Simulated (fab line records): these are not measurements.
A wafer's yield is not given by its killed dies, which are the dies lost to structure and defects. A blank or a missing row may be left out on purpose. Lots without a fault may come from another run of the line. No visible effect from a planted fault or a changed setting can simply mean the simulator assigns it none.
Which of the tools did it? | flow gf180mcu | 6 lots, 18 wafers sampled, at 3 steps of a route of 602

== WHAT EACH GAUGE READ, for each wafer ==
GF_TOP_METAL_THK_MEAS_06: measures by xrf.
lot  | measured     | on           | TOP_METAL_ALCU_THK (nm)
L343 | day 27 11:56 | filmMetro-04 | 911 904 902
L348 | day 29 04:25 | filmMetro-04 | 902 905 911
L353 | day 30 20:53 | filmMetro-04 | 894 898 911
L361 | day 32 15:50 | filmMetro-02 | 910 928 923
L363 | day 33 03:41 | filmMetro-02 | 918 904 908
L365 | day 33 17:14 | filmMetro-03 | 889 896 895

== TOOL THAT RAN EACH LOT (tool first, then ch and the chambers of the sampled wafers, then the start) ==
lot  | GF_POLY_GATE_ETCH_13            | GF_MIM_STRIP_20
L343 | rieSi-01 ch 1,2,3, day 9 11:02  | plasmaAsher-01 ch 0, day 25 14:55
L348 | rieSi-02 ch 1,2, day 10 23:28   | plasmaAsher-02 ch 0,1, day 27 10:35
L353 | rieSi-01 ch 0,1,2, day 12 17:23 | plasmaAsher-01 ch 0,1, day 29 04:23
L361 | rieSi-02 ch 0,2,3, day 14 19:56 | plasmaAsher-04 ch 0,1, day 31 03:16
L363 | rieSi-01 ch 0,2,3, day 15 10:47 | plasmaAsher-01 ch 0,1, day 31 14:20
L365 | rieSi-01 ch 1,3, day 16 02:23   | plasmaAsher-04 ch 0, day 32 05:53
- GF_POLY_GATE_ETCH_13: etches poly-Si in HBr/Cl2, stops on SiO2, target depth 198.5 nm, time 69.6 s.
- GF_MIM_STRIP_20: strips in O2/N2.

== THE ANSWER, worked out from the rows above alone ==
Rule: the lots themselves supply what counts as usual. The widest of any qualifying gaps counts: lots, ordered by their means at a reading, are off when they make up no more than a third of the lots, leave a main group of 4 or more, and stand apart from it by 3 or more times the standard deviation of that group's means. If all means in a main group match to the digits the tables above print for the reading, that group is not used. A lot without any number at a reading at which 4 lots or more have one is off too. All remaining lots with rows at the step are treated as sound.
No lot is off on any of the readings shown, so nothing can be concluded from this.

== WHAT THE SIMULATOR PUT IN ==
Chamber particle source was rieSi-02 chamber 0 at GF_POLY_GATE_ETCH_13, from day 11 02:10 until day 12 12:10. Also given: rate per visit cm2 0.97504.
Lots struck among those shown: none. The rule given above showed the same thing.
